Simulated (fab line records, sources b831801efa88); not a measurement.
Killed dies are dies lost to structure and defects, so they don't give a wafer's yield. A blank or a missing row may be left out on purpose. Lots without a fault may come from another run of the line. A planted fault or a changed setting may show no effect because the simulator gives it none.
One fault seen from 2 desks | flow gf180mcu | each desk has only its own numbers; what lay behind them comes last

THE METROLOGY DESK
What the gauges read, lot by lot, whatever tool the lot ran on: means of the sampled wafers that have a number. A lot is out of limits, marked OUT, if its mean lies more than 4 standard deviations from the usual mean; the brackets give that distance.
Columns: A = cd_nm at GF_V3_CD_MEAS_14, usual 259.8 nm
lot  | first seen here | A
L314 | day 23 01:35    | 260.1
L315 | day 23 01:49    | 260.4
L316 | day 23 14:02    | 260.0
L319 | day 24 03:18    | 261.9
L321 | day 24 22:25    | 260.3
L322 | day 25 10:18    | 258.4
L323 | day 26 04:01    | 259.7
L324 | day 26 05:35    | 257.9
L328 | day 27 09:18    | 259.8
L330 | day 27 16:52    | 259.5
L333 | day 28 20:55    | 259.5
L335 | day 29 07:20    | 260.5
L337 | day 29 17:56    | 261.4
This desk's finding: nothing out of limits on any of the 13 lots.

THE TOOL OWNER'S DESK: implanter-04
The tool's own readings at GF_LVPWELL_IMPLANT_09: means of the sampled wafers that have a number, for each lot that ran on this tool. A lot is out of limits, marked OUT, if its mean lies more than 4 standard deviations from the usual mean; the brackets give that distance.
Columns: A = beam_energy_keV at GF_LVPWELL_IMPLANT_09, usual 60.003
lot  | first seen here | A
L315 | day 4 06:27     | 60.014
L321 | day 5 12:08     | 60.001
L323 | day 6 05:54     | 59.991
L328 | day 7 06:59     | 55.432 (-99 or more) OUT
L330 | day 7 12:41     | 55.438 (-99 or more) OUT
This desk's finding: out of limits on L328, L330; first on L328, day 7 06:59 (beam_energy_keV at GF_LVPWELL_IMPLANT_09). In limits: L315, L321, L323.

PUT TOGETHER
The tool owner's desk could have raised an alarm at day 7 06:59, on L328, L330.
The metrology desk saw nothing out of limits.
The metrology desk has L328, L330 on record, within its limits.
Of the lots named, all ran GF_LVPWELL_IMPLANT_09 on implanter-04.

WHAT THE SIMULATOR HAD PUT IN
Process parameter drift: implanter-04, from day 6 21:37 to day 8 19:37, at GF_LVPWELL_IMPLANT_09. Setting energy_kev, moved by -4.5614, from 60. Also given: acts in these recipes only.
Lots struck among those shown: L328, L330.
Hours from the fault's start to each desk's first reading out of limits: the tool owner's desk, 9.
